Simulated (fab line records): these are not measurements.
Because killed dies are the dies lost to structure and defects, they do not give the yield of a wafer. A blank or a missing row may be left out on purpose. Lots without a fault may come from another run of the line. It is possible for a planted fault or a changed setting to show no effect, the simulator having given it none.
fab line records	flow sky130
[record] lots = 6	wafers = 18	last-day = 49
route steps=708 shown VIA2@523 METAL3@532 PAD_OPEN@708
lots that met no fault: taken from a fault-free run of the same line
start-h: the number of hours between the record's first day and the start of the first shown wafer of the lot	wait-h: hours elapsed since this lot's preceding step	" as in the row above	L1.1+2: one row covering several wafers at once	- either no value or no given start	* or withheld: withheld	< > ~ a bound
route shown NAME@n: names a module that has steps shown in the file, with the first one's number in the route	usual: mean/standard deviation taken from wafers without a fault	same: alike in all rows	chamber/n: place in a boat	sites: the reading at each site	_std_site: how widely they spread, as a standard deviation	_edge_site: mean of outer sites minus mean of inner sites	radius-mm: for every site, how far away it sits from the centre of the wafer	mask NAME#n: copy n	behind: the tool/chamber that last shaped the wafer	hold: why the lot was held/for how many hours/how that ended	device: the n, p or np transistor that did not switch	end of line: the same wafers' tests at the end of the route	a step given without rows: its recipe and nothing more	killed: dies that structure and defects cost at the first sort, which is not the same as the wafer's yield	map: a wafer's dies, marking killed ones x, the rest . and places with no die _
set.NAME: the setting as run; set.NAME@STEP: as run at that earlier step	model.NAME: the simulator's own value behind a step, which no gauge read
lots seen at some steps along the route; tables by step, rows by wafer
services: from which hour (start-h, from the record's first day; less than 0 if before it) a tool's chamber was out of use, for how many hours, and why
[[steps]]
[step SKY_VIA2_STRIP_16]
[recipe] chemistry = O2/N2	power-w = 1400	pressure-mtorr = 1500	platen-temp-c = withheld	o2-flow-sccm = 3000	n2-flow-sccm = 300	overash-fraction = 0.5
[usual] drypump-motor-current-A = 5.8/0.45	oes-product-au = 0.399/0.0048	strip-time-to-endpoint-s = 4.05/0.034
lot.wafer	tool	chamber	start-h	wait-h	drypump-motor-current-A	oes-product-au	rf-hours-counter-h	strip-time-to-endpoint-s
L932.2	plasma-asher-04	0	862.46	0.0	6.0	0.395	71	4.05
L932.5	"	1	"	"	6.5	0.399	-	4.04
L932.6	"	0	"	"	6.0	0.395	-	4.06
L940.1	plasma-asher-02	1	917.11	0.0	5.3	0.392	18	4.00
L940.2	"	0	"	"	5.6	0.401	18	4.00
L940.3	"	1	"	"	5.3	0.397	-	4.03
L944.3	plasma-asher-01	1	936.88	0.1	5.3	0.397	-	4.04
L944.5	"	1	"	"	5.3	0.404	-	4.06
L944.6	"	0	"	"	6.0	0.400	-	4.04
L943.1	plasma-asher-02	0	938.71	0.0	5.6	0.403	20	4.05
L943.2	"	1	"	"	5.3	0.402	20	4.08
L943.3	"	0	"	"	5.6	0.392	-	4.02
L948.1	plasma-asher-01	0	977.31	0.0	6.0	0.400	112	4.06
L948.4	"	0	"	"	6.0	0.397	-	4.08
L948.6	"	0	"	"	6.0	0.404	-	4.06
L950.1	plasma-asher-02	1	985.66	0.0	5.3	0.395	25	4.11
L950.2	"	0	"	"	5.6	0.403	25	4.01
L950.5	"	1	"	"	5.3	0.399	-	4.02
[step SKY_VIA2_STRIP_17]
[recipe] chemistry = post-etch-residue-remover	time-s = 1200	temp-c = 72.5
[step SKY_VIA2_CLEAN_18]
[recipe] chemistry = IPA	time-s = 180	temp-c = 25
[step SKY_VIA2_CLEAN_19]
[recipe] chemistry = O3/DIW	dry = n2-spin
[step SKY_VIA2_SPUTTER_20]
[recipe] material = TiN	target-thk-nm = 20	chamber-pressure-pa = 5	power-w = 4000	time-s = 80
[step SKY_VIA2_CVD_21]
[recipe] material = W	target-thk-nm = 420	time-s = 126.4	temp-c = 400	pressure-torr = 40
[usual] heater-power-w = 843/53
lot.wafer	tool	chamber	start-h	wait-h	heater-power-w
L932.2	cvd-w-02	0	863.20	0.0	874
L932.5	"	1	"	"	934
L932.6	"	0	"	"	890
L940.1	cvd-w-01	0	917.76	0.0	772
L940.2	"	1	"	"	817
L940.3	"	0	"	"	769
L944.3	cvd-w-01	1	937.54	0.1	842
L944.5	"	0	"	"	765
L944.6	"	1	"	"	834
L943.1	cvd-w-02	1	939.36	0.0	873
L943.2	"	0	"	"	846
L943.3	"	0	"	"	841
L948.1	cvd-w-02	1	978.21	0.0	866
L948.4	"	1	"	"	860
L948.6	"	0	"	"	854
L950.1	cvd-w-02	1	986.47	0.0	891
L950.2	"	0	"	"	847
L950.5	"	0	"	"	833
[step SKY_VIA2_RS_MEAS_22]
[recipe] thk-meas-gauge = four-point-probe	reads = W_of_VIA2_CVD_21+TiN_of_VIA2_SPUTTER_20
[usual] VIA2_W_RS = 0.274/0.0038
lot.wafer	tool	chamber	start-h	wait-h	VIA2_W_RS[ohm/sq]
L932.2	film-metro-02	-	863.35	0.1	0.278
L932.5	"	-	"	"	0.274
L932.6	"	-	"	"	0.278
L940.1	film-metro-02	-	917.89	0.1	0.273
L940.2	"	-	"	"	0.276
L940.3	"	-	"	"	0.271
L944.3	film-metro-02	-	937.66	0.1	0.273
L944.5	"	-	"	"	0.272
L944.6	"	-	"	"	0.278
L943.1	film-metro-03	-	939.49	0.1	0.277
L943.2	"	-	"	"	0.275
L943.3	"	-	"	"	0.271
L948.1	film-metro-03	-	978.34	0.1	0.279
L948.4	"	-	"	"	0.283
L948.6	"	-	"	"	0.278
L950.1	film-metro-02	-	986.60	0.1	0.281
L950.2	"	-	"	"	0.282
L950.5	"	-	"	"	0.281
[step SKY_VIA2_THK_MEAS_23]
[recipe] thk-meas-gauge = xrf	reads = W_of_VIA2_CVD_21
[usual] VIA2_W_THK = 408/6.1
lot.wafer	tool	chamber	start-h	wait-h	VIA2_W_THK[nm]
L932.2	film-metro-02	-	863.46	0.1	403
L932.5	"	-	"	"	410
L932.6	"	-	"	"	405
L940.1	film-metro-02	-	918.01	0.1	413
L940.2	"	-	"	"	409
L940.3	"	-	"	"	417
L944.3	film-metro-02	-	937.76	0.1	411
L944.5	"	-	"	"	412
L944.6	"	-	"	"	402
L943.1	film-metro-03	-	939.61	0.1	400
L943.2	"	-	"	"	404
L943.3	"	-	"	"	406
L948.1	film-metro-03	-	978.46	0.1	405
L948.4	"	-	"	"	398
L948.6	"	-	"	"	409
L950.1	film-metro-02	-	986.72	0.1	396
L950.2	"	-	"	"	400
L950.5	"	-	"	"	403
[step SKY_VIA2_CMP_24]
[recipe] stop-on = SiO2	t-overpolish-s = 20	down-force-psi = 3.5	platen-rpm = 60	target-thk-nm = 0	pad-velocity-m-s = 0.94248
[step SKY_METAL3_SPUTTER_00]
[recipe] material = Ti	target-thk-nm = 15	power-w = 3000	time-s = 10	chamber-pressure-pa = 0.4
[usual] cathode-dc-power-W = 3000.0/0.54	chamber-pressure-pa = 0.4000/0.00076	throttle-valve-pct = 29.7/1.3
lot.wafer	tool	chamber	start-h	wait-h	cathode-dc-power-W	chamber-pressure-pa	throttle-valve-pct
L932.2	pvd-sputter-03	-	863.81	0.1	3000.1	0.4002	28.7
L932.5	"	-	"	"	3001.2	0.3988	28.6
L932.6	"	-	"	"	3000.4	0.4002	27.0
L940.1	pvd-sputter-04	-	918.37	0.2	2999.6	0.4001	30.1
L940.2	"	-	"	"	2999.9	0.4000	28.0
L940.3	"	-	"	"	3000.3	0.4015	31.1
L944.3	pvd-sputter-03	-	938.10	0.2	3000.0	0.4002	29.7
L944.5	"	-	"	"	2999.6	0.4004	29.6
L944.6	"	-	"	"	2999.9	0.4004	30.2
L943.1	pvd-sputter-03	-	939.97	0.2	3000.6	0.3998	29.5
L943.2	"	-	"	"	3000.6	0.3984	27.0
L943.3	"	-	"	"	2999.4	0.4012	28.5
L948.1	pvd-sputter-01	-	978.82	0.2	3000.3	0.3995	30.0
L948.4	"	-	"	"	2999.6	0.3999	30.5
L948.6	"	-	"	"	2999.9	0.3985	30.1
L950.1	pvd-sputter-01	-	987.08	0.2	2999.8	0.3997	31.2
L950.2	"	-	"	"	3000.4	0.4006	30.5
L950.5	"	-	"	"	2999.7	0.4008	30.4
[step SKY_METAL3_SPUTTER_01]
[recipe] material = TiN	target-thk-nm = 20	power-w = 6500	time-s = 16.7	chamber-pressure-pa = 0.4
[usual] cathode-dc-power-W = 6500.1/1.1	chamber-pressure-pa = 0.4001/0.00077	throttle-valve-pct = 29.6/1.3
lot.wafer	tool	chamber	start-h	wait-h	cathode-dc-power-W	chamber-pressure-pa	throttle-valve-pct
L932.2	pvd-sputter-03	-	863.83	0.0	6500.1	0.3996	28.7
L932.5	"	-	"	"	6499.4	0.4012	28.6
L932.6	"	-	"	"	6499.0	0.3992	27.2
L940.1	pvd-sputter-04	-	918.40	0.0	6499.7	0.4000	30.2
L940.2	"	-	"	"	6498.6	0.3999	27.8
L940.3	"	-	"	"	6501.3	0.4008	30.8
L944.3	pvd-sputter-03	-	938.13	0.0	6498.6	0.3998	29.5
L944.5	"	-	"	"	6500.2	0.3998	29.5
L944.6	"	-	"	"	6499.9	0.4000	30.2
L943.1	pvd-sputter-03	-	940.00	0.0	6499.1	0.4004	29.8
L943.2	"	-	"	"	6500.0	0.4008	27.0
L943.3	"	-	"	"	6499.7	0.4011	28.8
L948.1	pvd-sputter-01	-	978.84	0.0	6499.9	0.3987	29.7
L948.4	"	-	"	"	6498.1	0.4001	30.4
L948.6	"	-	"	"	6500.1	0.4006	30.2
L950.1	pvd-sputter-01	-	987.10	0.0	6501.7	0.3994	31.3
L950.2	"	-	"	"	6500.8	0.3980	30.6
L950.5	"	-	"	"	6500.1	0.4008	30.5
[step SKY_METAL3_SPUTTER_02]
[recipe] material = AlCu	target-thk-nm = 735	power-w = 10600	time-s = 39.1	chamber-pressure-pa = 0.4
[step SKY_METAL3_SPUTTER_03]
[recipe] material = Ti	target-thk-nm = 5	power-w = 3000	time-s = 3.3	chamber-pressure-pa = 0.4
[usual] cathode-dc-power-W = 3000.0/0.6	chamber-pressure-pa = 0.4000/0.00075	throttle-valve-pct = 29.7/1.2
lot.wafer	tool	chamber	start-h	wait-h	cathode-dc-power-W	chamber-pressure-pa	throttle-valve-pct
L932.2	pvd-sputter-03	-	863.89	0.0	2999.8	0.4006	28.9
L932.5	"	-	"	"	3000.5	0.3999	28.4
L932.6	"	-	"	"	2999.9	0.4001	27.5
L940.1	pvd-sputter-04	-	918.46	0.0	2999.6	0.3998	30.3
L940.2	"	-	"	"	3000.0	0.3999	27.9
L940.3	"	-	"	"	3000.4	0.3998	30.9
L944.3	pvd-sputter-03	-	938.19	0.0	-	-	-
L944.5	"	-	"	"	-	-	-
L944.6	"	-	"	"	-	-	-
L943.1	pvd-sputter-03	-	940.06	0.0	-	-	-
L943.2	"	-	"	"	-	-	-
L943.3	"	-	"	"	-	-	-
L948.1	pvd-sputter-01	-	978.91	0.0	3000.6	0.4009	30.0
L948.4	"	-	"	"	3000.5	0.3998	30.5
L948.6	"	-	"	"	3000.9	0.3982	30.1
L950.1	pvd-sputter-01	-	987.16	0.0	3000.1	0.4001	31.1
L950.2	"	-	"	"	2999.6	0.3991	30.2
L950.5	"	-	"	"	2999.0	0.3994	30.3
[step SKY_METAL3_SPUTTER_04]
[recipe] material = TiN	target-thk-nm = 70	power-w = 6500	time-s = 58.3	chamber-pressure-pa = 0.4
[usual] cathode-dc-power-W = 6499.9/1.2	chamber-pressure-pa = 0.4000/0.00075	throttle-valve-pct = 29.7/1.2
lot.wafer	tool	chamber	start-h	wait-h	cathode-dc-power-W	chamber-pressure-pa	throttle-valve-pct
L932.2	pvd-sputter-03	-	863.91	0.0	6500.0	0.4002	28.4
L932.5	"	-	"	"	6499.8	0.3996	28.8
L932.6	"	-	"	"	6499.8	0.3996	26.9
L940.1	pvd-sputter-04	-	918.48	0.0	6500.9	0.4003	30.1
L940.2	"	-	"	"	6500.7	0.4003	28.0
L940.3	"	-	"	"	6500.3	0.4000	30.9
L944.3	pvd-sputter-03	-	938.21	0.0	6499.7	0.4007	29.7
L944.5	"	-	"	"	6500.3	0.4015	29.4
L944.6	"	-	"	"	6501.3	0.4010	30.3
L943.1	pvd-sputter-03	-	940.08	0.0	6499.6	0.4004	29.4
L943.2	"	-	"	"	6499.3	0.4000	27.1
L943.3	"	-	"	"	6499.2	0.3995	28.6
L948.1	pvd-sputter-01	-	978.93	0.0	6499.6	0.4007	30.0
L948.4	"	-	"	"	6501.3	0.3991	30.6
L948.6	"	-	"	"	6500.6	0.4001	29.9
L950.1	pvd-sputter-01	-	987.18	0.0	6499.9	0.4008	31.1
L950.2	"	-	"	"	6501.2	0.3995	30.3
L950.5	"	-	"	"	6502.2	0.3986	30.5
[step SKY_PAD_OPEN_PROBE_99]
[usual] defect-limited-yield = 82.4/1.9	killed_at_M0_to_M3 = 43/6.5	killed_at_M4_up = 3.3/2	killed-at-contacts = 24/5.2	killed-at-front-end = 16/4.2	killed-at-other = 0.3/0.6	killed-dies = 87/9.3	killed-open = 47/7.8	killed-short = 39/6.2	sort_bin_3_pad_short = 0.9/0.42	sort_bin_5_function = 10.5/1.4	sort_bin_6_memory = 6.3/0.97	sort-n-pass = 405/9.3	sort-yield-pct = 82.4/1.9
[same] gross-dies = 492	killed-at-back-side = 0	sort_bin_4_leakage[%] = 0	sort_bin_8_speed[%] = 0
lot.wafer	tool	chamber	start-h	wait-h	defect-limited-yield[%]	killed_at_M0_to_M3	killed_at_M4_up	killed-at-contacts	killed-at-front-end	killed-at-other	killed-dies	killed-open	killed-short	sort_bin_3_pad_short[%]	sort_bin_5_function[%]	sort_bin_6_memory[%]	sort-n-pass	sort-yield-pct[%]	model.etest.via3-chain.rc-ohm
L932.2	prober-01	-	1085.28	0.1	79.5	43	4	35	19	0	101	54	46	1.4	10.8	8.3	391	79.5	9.694
L932.5	prober-01	-	1085.43	0.2	80.9	38	6	24	25	1	94	44	50	1.2	10.4	7.5	398	80.9	10.04
L932.6	prober-01	-	1085.48	0.2	77.4	58	3	29	21	0	111	58	52	0.8	13.8	7.9	381	77.4	10.19
L940.1	prober-02	-	1128.92	0.1	85.0	40	1	26	7	0	74	43	31	0.8	9.8	4.5	418	85.0	9.943
L940.2	prober-02	-	1128.97	0.1	83.3	39	5	25	13	0	82	41	41	0.6	9.6	6.5	410	83.3	10.44
L940.3	prober-02	-	1129.02	0.2	83.1	36	2	30	14	1	83	49	34	1.4	9.3	6.1	409	83.1	10.84
L944.3	prober-01	-	1144.50	0.2	82.9	37	2	26	19	0	84	41	43	1.0	11.0	5.1	408	82.9	11.08
L944.5	prober-01	-	1144.60	0.2	84.6	36	4	21	12	3	76	42	34	0.6	9.8	5.1	416	84.6	12.61
L944.6	prober-01	-	1144.65	0.2	83.1	34	5	25	19	0	83	46	37	0.8	9.1	6.9	409	83.1	10.81
L943.1	prober-02	-	1147.13	0.1	79.7	41	2	32	24	1	100	67	31	0.2	11.4	8.7	392	79.7	11.88
L943.2	prober-02	-	1147.18	0.1	81.9	43	7	27	12	0	89	40	47	0.4	10.2	7.5	403	81.9	11.57
L943.3	prober-02	-	1147.23	0.2	84.8	37	1	23	13	1	75	45	30	1.0	8.9	5.3	417	84.8	11.21
L948.1	prober-02	-	1177.52	0.1	82.5	42	2	25	16	1	86	50	36	0.6	9.8	7.1	406	82.5	9.47
L948.4	prober-02	-	1177.67	0.2	81.9	55	5	18	11	0	89	43	46	0.8	10.2	7.1	403	81.9	9.371
L948.6	prober-02	-	1177.77	0.2	80.3	38	10	31	18	0	97	53	42	1.8	12.2	5.7	395	80.3	9.077
L950.1	prober-02	-	1180.40	0.1	83.5	45	2	21	13	0	81	43	36	0.6	10.6	5.3	411	83.5	10.18
L950.2	prober-02	-	1180.45	0.1	79.7	47	4	32	15	2	100	51	46	1.6	10.6	8.1	392	79.7	9.654
L950.5	prober-02	-	1180.60	0.2	83.9	33	7	24	15	0	79	39	40	0.8	8.3	6.9	413	83.9	9.836
// killed by level:class
L932.2 CONTACT:geometric-particle:open=12 LI_CONTACT:geometric-particle:open=10 VIA1:geometric-particle:open=8 FIELD_ISO:geometric-particle:open=7 METAL1:geometric-particle:short=7 POLY_GATE:geometric-particle:short=5 METAL3:geometric-particle:short=5 CONTACT:geometric-particle:short=5
L932.5 CONTACT:geometric-particle:open=8 FIELD_ISO:geometric-particle:short=7 VIA3:geometric-particle:open=7 FIELD_ISO:geometric-particle:open=6 POLY_GATE:geometric-particle:short=6 LOCAL_INTERCONNECT:geometric-particle:short=5 METAL1:geometric-particle:short=5 VIA1:geometric-particle:open=5
L932.6 CONTACT:geometric-particle:open=12 METAL1:geometric-particle:short=11 VIA1:geometric-particle:open=10 LI_CONTACT:geometric-particle:open=7 VIA2:geometric-particle:open=7 METAL2:geometric-particle:short=6 VIA3:geometric-particle:open=6 FIELD_ISO:geometric-particle:open=5
L940.1 VIA1:geometric-particle:open=11 LI_CONTACT:geometric-particle:open=8 VIA2:geometric-particle:open=7 CONTACT:geometric-particle:open=6 VIA3:geometric-particle:short=5 LOCAL_INTERCONNECT:geometric-particle:short=4 LI_CONTACT:geometric-particle:short=3 CONTACT:geometric-particle:short=3
L940.2 METAL2:geometric-particle:short=9 LI_CONTACT:geometric-particle:open=8 POLY_GATE:geometric-particle:open=6 LOCAL_INTERCONNECT:geometric-particle:short=5 CONTACT:geometric-particle:open=5 VIA1:geometric-particle:open=5 CONTACT:geometric-particle:short=4 VIA1:geometric-particle:short=4
L940.3 CONTACT:geometric-particle:open=10 VIA1:geometric-particle:open=9 LI_CONTACT:geometric-particle:open=6 LOCAL_INTERCONNECT:geometric-particle:short=6 CONTACT:geometric-particle:short=6 METAL1:geometric-particle:short=5 VIA2:geometric-particle:open=5 POLY_GATE:geometric-particle:open=4
L944.3 VIA1:geometric-particle:open=10 POLY_GATE:geometric-particle:short=9 LI_CONTACT:geometric-particle:open=7 CONTACT:geometric-particle:open=7 CONTACT:geometric-particle:short=5 METAL2:geometric-particle:short=4 FIELD_ISO:geometric-particle:short=4 FIELD_ISO:geometric-particle:open=4
L944.5 VIA2:geometric-particle:open=7 CONTACT:geometric-particle:open=6 LI_CONTACT:geometric-particle:open=6 VIA1:geometric-particle:short=6 POLY_GATE:geometric-particle:open=5 VIA1:geometric-particle:open=5 VIA3:geometric-particle:open=5 LOCAL_INTERCONNECT:geometric-particle:short=4
L944.6 CONTACT:geometric-particle:open=11 VIA1:geometric-particle:open=10 VIA2:geometric-particle:open=8 LOCAL_INTERCONNECT:geometric-particle:short=7 POLY_GATE:geometric-particle:open=6 VIA1:geometric-particle:short=6 FIELD_ISO:geometric-particle:short=5 POLY_GATE:geometric-particle:short=5
L943.1 CONTACT:geometric-particle:open=19 VIA1:geometric-particle:open=16 METAL1:geometric-particle:short=8 LI_CONTACT:geometric-particle:open=7 FIELD_ISO:geometric-particle:open=6 POLY_GATE:geometric-particle:open=5 FIELD_ISO:geometric-particle:short=4 METAL2:geometric-particle:short=4
L943.2 CONTACT:geometric-particle:open=10 METAL1:geometric-particle:short=8 LI_CONTACT:geometric-particle:open=7 VIA1:geometric-particle:open=7 VIA1:geometric-particle:short=7 LI_CONTACT:geometric-particle:short=6 METAL4:geometric-particle:short=6 FIELD_ISO:geometric-particle:short=4
L943.3 CONTACT:geometric-particle:open=12 VIA1:geometric-particle:open=10 VIA2:geometric-particle:open=8 CONTACT:geometric-particle:short=6 METAL2:geometric-particle:short=6 FIELD_ISO:geometric-particle:open=5 LI_CONTACT:geometric-particle:open=3 METAL1:geometric-particle:short=3
L948.1 VIA1:geometric-particle:open=10 VIA3:geometric-particle:open=8 CONTACT:geometric-particle:open=7 CONTACT:geometric-particle:short=7 LI_CONTACT:geometric-particle:open=6 VIA1:geometric-particle:short=6 FIELD_ISO:geometric-particle:open=5 POLY_GATE:geometric-particle:short=5
L948.4 METAL2:geometric-particle:short=11 VIA1:geometric-particle:open=9 VIA2:geometric-particle:open=9 METAL1:geometric-particle:short=7 VIA1:geometric-particle:short=6 LOCAL_INTERCONNECT:geometric-particle:short=5 CONTACT:geometric-particle:open=5 FIELD_ISO:geometric-particle:short=4
L948.6 VIA1:geometric-particle:open=15 CONTACT:geometric-particle:open=10 LI_CONTACT:geometric-particle:open=9 METAL4:geometric-particle:short=8 POLY_GATE:geometric-particle:short=5 CONTACT:geometric-particle:short=5 POLY_GATE:geometric-particle:open=4 LOCAL_INTERCONNECT:geometric-particle:short=4
L950.1 VIA1:geometric-particle:open=7 LI_CONTACT:geometric-particle:open=7 VIA3:geometric-particle:open=7 METAL2:geometric-particle:short=6 CONTACT:geometric-particle:open=5 METAL1:geometric-particle:short=5 VIA1:geometric-particle:short=5 FIELD_ISO:geometric-particle:open=4
L950.2 VIA1:geometric-particle:open=11 LI_CONTACT:geometric-particle:open=9 CONTACT:geometric-particle:open=9 VIA3:geometric-particle:open=7 CONTACT:geometric-particle:short=6 METAL1:geometric-particle:short=6 LOCAL_INTERCONNECT:geometric-particle:short=5 VIA2:geometric-particle:open=4
L950.5 VIA1:geometric-particle:open=8 VIA3:geometric-particle:open=7 LI_CONTACT:geometric-particle:open=6 CONTACT:geometric-particle:open=6 METAL1:geometric-particle:short=6 METAL4:geometric-particle:short=6 LOCAL_INTERCONNECT:geometric-particle:short=5 FIELD_ISO:geometric-particle:short=4
[[services]]
tool	chamber	start-h	hours	kind
pvd-sputter-04	0	843.13	-	consumable-replace:kit
pvd-sputter-04	0	843.13	18.0	scheduled-down
pvd-sputter-04	0	843.13	18.0	vent-cycle
pvd-sputter-03	0	865.63	-	consumable-replace:kit
pvd-sputter-03	0	865.63	18.0	scheduled-down
pvd-sputter-03	0	865.63	18.0	vent-cycle
plasma-asher-01	-	873.30	3.4	repair
pvd-sputter-01	2	894.03	-	consumable-replace:kit
pvd-sputter-01	2	894.03	18.0	scheduled-down
pvd-sputter-01	2	894.03	18.0	vent-cycle
pvd-sputter-01	-	896.56	1.6	repair
plasma-asher-04	-	901.03	2.8	repair
cvd-w-02	-	904.00	14.0	pm
cvd-w-02	0	904.00	14.0	vent-cycle
cvd-w-02	1	904.00	14.0	vent-cycle
pvd-sputter-01	-	913.08	15.4	repair
cvd-w-02	0	918.00	-	clean
cvd-w-02	1	918.00	-	clean
pvd-sputter-03	-	918.28	13.5	repair
pvd-sputter-01	-	937.92	5.3	repair
plasma-asher-01	-	938.68	2.8	pm
cvd-w-01	1	956.68	3.5	repair
[[key]]
[first-sign] step = SKY_METAL3_SPUTTER_03	reading = tool-record	direction = missing
effect none on later readings
[model-effect] step = SKY_PAD_OPEN_PROBE_99	value = etest.via3-chain.rc-ohm	without = 9.583	struck = 11.53
met-at SKY_METAL3_SPUTTER_03
struck-wafers L943.1,L943.2,L943.3,L944.3,L944.5,L944.6
onset-between 863.89 938.19
[fault] kind = skipped-step-whole	tool = pvd-sputter-03	chamber = -	onset-h = 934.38	steps = SKY_METAL3_SPUTTER_03	scope = struck-lots-only
